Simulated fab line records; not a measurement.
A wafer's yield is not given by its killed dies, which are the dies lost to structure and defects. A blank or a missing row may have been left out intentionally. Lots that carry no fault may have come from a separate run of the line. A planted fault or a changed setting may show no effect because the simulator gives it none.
The tool behind it: which one? ; flow sky130 ; 12 lots (36 wafers sampled), 1 step of a 708-step route

## WHAT EACH GAUGE READ, for each wafer
SKY_SONOS_ONO_THK_MEAS_03.
lot;measured;on;SONOS_ONO_CVD_02_THK (nm)
L075;day 11 19:53;filmMetro-04;10.53 10.41 10.49
L077;day 12 06:59;filmMetro-04;10.40 10.38 10.27
L079;day 13 04:53;filmMetro-03;10.37 10.44 10.44
L082;day 14 07:43;filmMetro-04;10.60 10.50 10.54
L083;day 14 12:34;filmMetro-03;10.44 10.46 10.56
L085;day 15 05:14;filmMetro-04;10.55 10.58 10.62
L087;day 15 20:07;filmMetro-01;10.41 10.41 10.34
L089;day 16 14:32;filmMetro-01;10.15 10.27 10.21
L091;day 17 04:01;filmMetro-01;10.64 10.51 10.50
L093;day 18 01:02;filmMetro-01;10.34 10.40 10.31
L095;day 18 15:01;filmMetro-04;10.17 10.23 10.28
L097;day 18 23:04;filmMetro-04;10.56 10.55 10.63

## EACH LOT AND THE TOOL THAT RAN IT (in order: tool; ch and the chambers of the sampled wafers; start)
The record holds no process step before these readings.

## THE ANSWER, worked out from the rows above alone
Rule: the lots themselves supply what counts as usual. The widest of any qualifying gaps counts: lots, ordered by their means at a reading, are off when they make up no more than a third of the lots, leave a main group of 4 or more, and stand apart from it by 3 or more times the standard deviation of that group's means. If all means in a main group match to the digits the tables above print for the reading, that group is not used. A lot without any number at a reading at which 4 lots or more have one is off too. All remaining lots with rows at the step are treated as sound.
No lot is off at any reading shown: from this, nothing can be told.

## WHAT THE SIMULATOR PUT IN
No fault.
